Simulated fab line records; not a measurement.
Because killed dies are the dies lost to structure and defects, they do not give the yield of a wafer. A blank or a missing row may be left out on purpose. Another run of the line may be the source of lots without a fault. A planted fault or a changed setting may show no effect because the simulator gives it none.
fab line records    flow sky130    part 2 of 2: steps 32 to 40 of 40
[record] lots = 5  wafers = 15  last-day = 49
route steps=708 shown LDD_HVN@269 LDD_HVP@278 LDD_LDN@289 SPACER@304 POLY_CUT@307
lots that met no fault: from a run of the same line without faults
start-h: hours from the record's first day to the start of the lot's first wafer shown    wait-h: hours elapsed since this lot's preceding step    " unchanged from the row above    L1.1+2: several wafers, shown together as one row    - no value, or no start was given    * or withheld: withheld    < > ~ a bound
route shown NAME@n: NAME is a module with steps in the file, n the number in the route of the first one    usual: average and standard deviation across the fault-free wafers    same: alike in all rows    chamber/n: place in a boat    sites: per-site readings    _std_site: their standard deviation    _edge_site: the outer-site mean with the inner-site mean subtracted    radius-mm: how far each site lies from the wafer's centre    mask NAME#n: copy n    behind: the last tool/chamber to shape the wafer    hold: reason for holding the lot/hours on hold/outcome of the hold    device: names the non-switching transistor (n, p or np)    end of line: the route-end tests of the same wafers    step lacking rows: just its recipe    killed: at the first sort, the dies lost to defects and structure; wafer yield is something else    map: shows each die of a wafer: x if killed, . if not, _ if none is there
set.NAME: the setting as run; set.NAME@STEP: as run at that earlier step    model.NAME: the simulator's own value behind a step, which no gauge read
lots at some steps of the route; a table a step, a row a wafer
services: when a tool's chamber went out of use (start-h, in hours from the record's first day, below 0 if earlier), for how many hours, and the reason
[[steps]]
[step SKY_LDD_LDN_IMPLANT_11]
[recipe] species = As  energy-kev = 15  dose-cm2 = 1.25e+13  tilt-deg = withheld  rotation-deg = 293
[usual] dose-ions-cm2 = 1.25e+13/1.4e+10  end-station-pressure-torr = 5.04e-06/2.7e-07
[same] implant-ion-amu = 75
lot.wafer  tool          chamber  start-h  wait-h  dose-ions-cm2  end-station-pressure-torr
L078.1     implanter-01  0        552.16   0.1     1.2479e+13     4.94e-06
L078.3     "             0        "        "       1.2484e+13     5.37e-06
L078.4     "             0        "        "       1.2514e+13     5.02e-06
L084.3     implanter-03  0        605.91   0.1     1.2489e+13     5.46e-06
L084.4     "             0        "        "       1.2535e+13     5.06e-06
L084.5     "             0        "        "       1.2503e+13     5.57e-06
L086.2     implanter-03  0        621.23   0.1     1.252e+13      4.98e-06
L086.3     "             0        "        "       1.248e+13      5.02e-06
L086.4     "             0        "        "       1.2504e+13     5.46e-06
L091.1     implanter-03  0        664.72   0.1     1.2506e+13     5.25e-06
L091.2     "             0        "        "       1.2488e+13     5.23e-06
L091.5     "             0        "        "       1.2513e+13     5.02e-06
L092.2     implanter-04  0        673.19   0.1     1.2479e+13     5.11e-06
L092.3     "             0        "        "       1.2503e+13     5.06e-06
L092.6     "             0        "        "       1.2472e+13     4.95e-06
[step SKY_LDD_LDN_STRIP_12]
[recipe] chemistry = O2/N2  power-w = 1400  pressure-mtorr = 1500  platen-temp-c = withheld  o2-flow-sccm = 3000  n2-flow-sccm = 300  overash-fraction = 0.5
[usual] drypump-motor-current-A = 5.7/0.41  oes-product-au = 0.715/0.0043  strip-time-to-endpoint-s = 14.15/0.032
lot.wafer  tool             chamber  start-h  wait-h  drypump-motor-current-A  oes-product-au  rf-hours-counter-h  strip-time-to-endpoint-s
L078.1     plasma-asher-02  0        552.31   0.1     5.3                      0.710           43                  14.16
L078.3     "                1        "        "       6.1                      0.714           -                   14.13
L078.4     "                0        "        "       5.3                      0.718           -                   14.15
L084.3     plasma-asher-03  0        606.04   0.1     6.2                      0.722           -                   14.15
L084.4     "                1        "        "       5.2                      0.715           -                   14.13
L084.5     "                1        "        "       5.2                      0.712           -                   14.16
L086.2     plasma-asher-01  1        621.36   0.1     5.9                      0.716           89                  14.12
L086.3     "                1        "        "       5.9                      0.715           -                   14.15
L086.4     "                0        "        "       5.7                      0.721           -                   14.12
L091.1     plasma-asher-03  1        664.87   0.1     5.2                      0.709           87                  14.14
L091.2     "                0        "        "       6.2                      0.713           87                  14.15
L091.5     "                0        "        "       6.2                      0.719           -                   14.18
L092.2     plasma-asher-01  1        673.32   0.1     5.9                      0.723           93                  14.19
L092.3     "                0        "        "       5.7                      0.710           -                   14.16
L092.6     "                0        "        "       5.7                      0.719           -                   14.14
[step SKY_LDD_LDN_TW_MEAS_13]
[usual] LDD_LDN_TW = 1496/6.7
lot.wafer  tool           chamber  start-h  wait-h  LDD_LDN_TW
L078.1     film-metro-02  -        552.41   0.1     1497
L078.3     "              -        "        "       1500
L078.4     "              -        "        "       1497
L084.3     film-metro-02  -        606.13   0.1     1488
L084.4     "              -        "        "       1481
L084.5     "              -        "        "       1485
L086.2     film-metro-04  -        621.47   0.1     1496
L086.3     "              -        "        "       1502
L086.4     "              -        "        "       1492
L091.1     film-metro-01  -        664.97   0.1     1496
L091.2     "              -        "        "       1492
L091.5     "              -        "        "       1505
L092.2     film-metro-02  -        673.43   0.1     1499
L092.3     "              -        "        "       1501
L092.6     "              -        "        "       1494
[step SKY_LDD_LDN_CLEAN_14]
[recipe] chemistry = SC1/SC2  mix = 1:4:20  temp-c = 70  time-s = 150  dry = n2-spin
[usual] temp-c = 69.99/0.15
lot.wafer  tool          chamber  start-h  wait-h  temp-c
L078.1     wet-bench-04  3        552.47   0.1     70.12
L078.3     "             3        "        "       70.16
L078.4     "             3        "        "       70.17
L084.3     wet-bench-04  2        606.17   0.0     69.68
L084.4     "             2        "        "       69.80
L084.5     "             2        "        "       69.82
L086.2     wet-bench-04  3        621.52   0.0     69.95
L086.3     "             3        "        "       70.04
L086.4     "             3        "        "       69.93
L091.1     wet-bench-03  2        665.03   0.1     70.00
L091.2     "             2        "        "       70.06
L091.5     "             2        "        "       70.07
L092.2     wet-bench-04  0        673.48   0.0     69.92
L092.3     "             0        "        "       69.80
L092.6     "             0        "        "       70.00
[step SKY_SPACER_CVD_00]
[recipe] material = Si3N4  precursor = DCS/NH3  target-thk-nm = 43.1  temp-c = 770  time-s = 740  pressure-mtorr = 250
[usual] zone-power-bottom-pct = 21.9/1.6  zone-power-top-pct = 23.2/1.9  zone-power-upper-pct = 12.1/1.1
lot.wafer  tool      chamber  start-h  wait-h  zone-power-bottom-pct  zone-power-top-pct  zone-power-upper-pct
L078.1     lpcvd-02  0        553.13   0.6     23.2                   24.5                11.3
L078.3     "         0        "        "       22.8                   24.6                11.1
L078.4     "         0        "        "       22.9                   24.9                11.2
L084.3     lpcvd-02  1        606.22   0.0     20.4                   21.2                13.3
L084.4     "         1        "        "       19.9                   20.9                13.4
L084.5     "         1        "        "       19.9                   21.1                13.7
L086.2     lpcvd-02  0        621.63   0.1     22.9                   25.0                11.3
L086.3     "         0        "        "       22.8                   25.0                11.1
L086.4     "         0        "        "       22.9                   24.4                11.3
L091.1     lpcvd-02  1        665.08   0.0     19.9                   20.8                13.4
L091.2     "         1        "        "       19.7                   21.1                13.3
L091.5     "         1        "        "       19.8                   20.3                13.6
L092.2     lpcvd-02  0        673.53   0.0     23.1                   24.6                11.2
L092.3     "         0        "        "       23.6                   25.1                11.4
L092.6     "         0        "        "       23.1                   24.7                11.3
[step SKY_SPACER_THK_MEAS_01]
[recipe] reads = Si3N4_of_SPACER_CVD_00
[usual] SPACER_CVD_00_THK = 43.0/0.36
lot.wafer  tool           chamber  start-h  wait-h  SPACER_CVD_00_THK[nm]
L078.1     film-metro-04  -        554.33   0.0     43.3
L078.3     "              -        "        "       43.0
L078.4     "              -        "        "       42.9
L084.3     film-metro-03  -        607.45   0.0     42.8
L084.4     "              -        "        "       42.5
L084.5     "              -        "        "       42.4
L086.2     film-metro-03  -        622.85   0.0     42.6
L086.3     "              -        "        "       42.7
L086.4     "              -        "        "       42.8
L091.1     film-metro-02  -        666.29   0.0     43.2
L091.2     "              -        "        "       43.2
L091.5     "              -        "        "       43.4
L092.2     film-metro-02  -        674.75   0.0     43.0
L092.3     "              -        "        "       42.9
L092.6     "              -        "        "       42.5
[step SKY_SPACER_ETCHBACK_02]
[recipe] chemistry = CH3F/O2  target = Si3N4  stop-on = SiO2  source-w = 400  bias-w = 80  pressure-mtorr = 25  ch3f-flow-sccm = 40  O2_flow_sccm = 30  time-s = 46.7  target-depth-a = 450
[usual] bias-w = 80.02/0.22  drypump-motor-current-A = 5.8/0.37  oes-product-au = 0.854/0.006  throttle-valve-pct = 10.561/0.0087
lot.wafer  tool         chamber  start-h  wait-h  bias-w  drypump-motor-current-A  oes-product-au  rf-hours-counter-h  throttle-valve-pct
L078.1     rie-diel-02  1        554.39   0.1     80.30   5.7                      0.854           10                  10.571
L078.3     "            2        "        "       79.74   6.0                      0.852           8                   10.569
L078.4     "            0        "        "       79.95   5.5                      0.859           20                  10.564
L084.3     rie-diel-04  2        607.49   0.0     80.01   6.3                      0.851           1                   10.574
L084.4     "            0        "        "       80.05   5.1                      0.848           15                  10.557
L084.5     "            3        "        "       79.94   6.1                      0.850           -                   10.569
L086.2     rie-diel-04  3        622.90   0.0     79.90   6.1                      0.848           64                  10.559
L086.3     "            1        "        "       79.47   5.6                      0.849           6                   10.568
L086.4     "            2        "        "       79.88   6.2                      0.842           1                   10.577
L091.1     rie-diel-03  2        666.35   0.1     80.23   6.3                      0.856           2                   10.573
L091.2     "            1        "        "       80.19   5.9                      0.852           18                  10.557
L091.5     "            3        "        "       79.81   5.5                      0.864           -                   10.556
L092.2     rie-diel-03  3        674.80   0.0     80.14   5.5                      0.852           9                   10.555
L092.3     "            2        "        "       80.25   6.3                      0.852           2                   10.552
L092.6     "            3        "        "       80.15   5.5                      0.841           -                   10.563
[step SKY_POLY_CUT_DEHYDRATE_00]
[recipe] temp-c = 200  time-s = 60
lot.wafer   tool            chamber  start-h  wait-h
L078.1+3+4  litho-track-02  0        568.58   14.2
L084.3+4+5  litho-track-03  0        621.37   13.9
L086.2+3+4  litho-track-02  0        636.16   13.2
L091.1+2+5  litho-track-02  0        678.73   12.4
L092.2+3+6  litho-track-02  0        688.21   13.4
[step SKY_POLY_CUT_HMDS_01]
[recipe] prime-time-s = 60  prime-temp-c = 120
lot.wafer   tool            chamber  start-h  wait-h
L078.1+3+4  litho-track-02  0        568.73   0.1
L084.3+4+5  litho-track-03  0        621.52   0.1
L086.2+3+4  litho-track-02  0        636.31   0.1
L091.1+2+5  litho-track-02  0        678.88   0.1
L092.2+3+6  litho-track-02  0        688.36   0.1
[[services]]
tool              chamber  start-h  hours  kind
implanter-04      -        460.51   8.2    repair
implanter-01      -        462.94   11.6   pm
iline-stepper-01  -        467.99   1.7    pm
implanter-01      -        479.72   1.4    repair
iline-stepper-02  -        493.21   1.7    pm
implanter-04      -        499.81   4.1    repair
implanter-01      -        505.99   2.8    repair
implanter-04      -        529.93   1.6    repair
implanter-02      -        532.98   2.9    repair
implanter-04      -        537.35   4.1    pm
implanter-01      -        537.53   1.8    repair
plasma-asher-04   -        540.27   14.6   pm
iline-stepper-02  -        542.93   9.2    repair
lpcvd-02          -        556.71   13.9   repair
implanter-02      -        576.48   5.4    repair
implanter-01      -        586.14   2.2    repair
lpcvd-02          -        599.16   1.9    repair
iline-stepper-01  -        617.13   4.4    pm
implanter-04      -        629.64   0.6    repair
implanter-02      -        632.79   5.1    pm
implanter-03      -        639.97   4.0    pm
implanter-02      -        650.68   10.6   pm
implanter-02      -        685.06   3.2    pm
iline-stepper-01  -        686.17   1.7    pm
